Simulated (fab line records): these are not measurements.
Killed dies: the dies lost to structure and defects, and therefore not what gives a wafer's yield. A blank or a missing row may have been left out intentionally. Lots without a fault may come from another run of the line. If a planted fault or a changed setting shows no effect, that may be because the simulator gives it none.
Matching of chambers	flow gf180mcu	3 sister chambers for GF_V2_CVD_02 on pecvd-02
The step deposits SiO2 from TEOS, target thk 850 nm, time 94.851 s. 6 wafers are shown with their chamber, then 11 later ones without.

== WAFERS, EACH WITH ITS CHAMBER ==
wafer	chamber	heaterPowerW (W)
L083.5	2	676
L083.6	1	538
L084.2	1	532
L084.4	0	588
L084.6	2	724
L087.2	0	753

== WAFERS WITH NO CHAMBER GIVEN ==
wafer	heaterPowerW (W)
L087.4	601
L087.5	455
L089.1	693
L089.4	729
L089.6	741
L093.1	683
L093.5	729
L093.6	592
L095.1	603
L095.3	733
L095.6	655

== THE CHAMBER EACH PASSED THROUGH ==
wafer	from the rows above	in truth
L087.4	can't be placed: 1 or 0 or 2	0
L087.5	can't be placed: 1 or 0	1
L089.1	can't be placed: 2 or 0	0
L089.4	can't be placed: 2 or 0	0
L089.6	can't be placed: 2 or 0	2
L093.1	can't be placed: 0 or 2 or 1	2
L093.5	can't be placed: 2 or 0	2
L093.6	can't be placed: 1 or 0 or 2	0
L095.1	can't be placed: 0 or 1 or 2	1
L095.3	can't be placed: 2 or 0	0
L095.6	can't be placed: 0 or 2 or 1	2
0 of 11 placed correctly. Unplaceable from these rows: 11, with the true chamber sitting among the candidates in 11. Placed wrongly: 0.
How it was worked out, from the rows above alone: a wafer's distance from a chamber is the root of the sum, over the readings, of the square of ((its reading less the chamber's mean) divided by the reading's scatter). The wafer belongs to the nearest chamber; if the next one is less than 2 further off, it can't be placed. The mean given for a chamber averages the wafers shown for that chamber. The scatter is the square root of a quotient: the sum, over the shown wafers, of each reading's squared deviation from its chamber's mean, divided by wafers minus chambers.
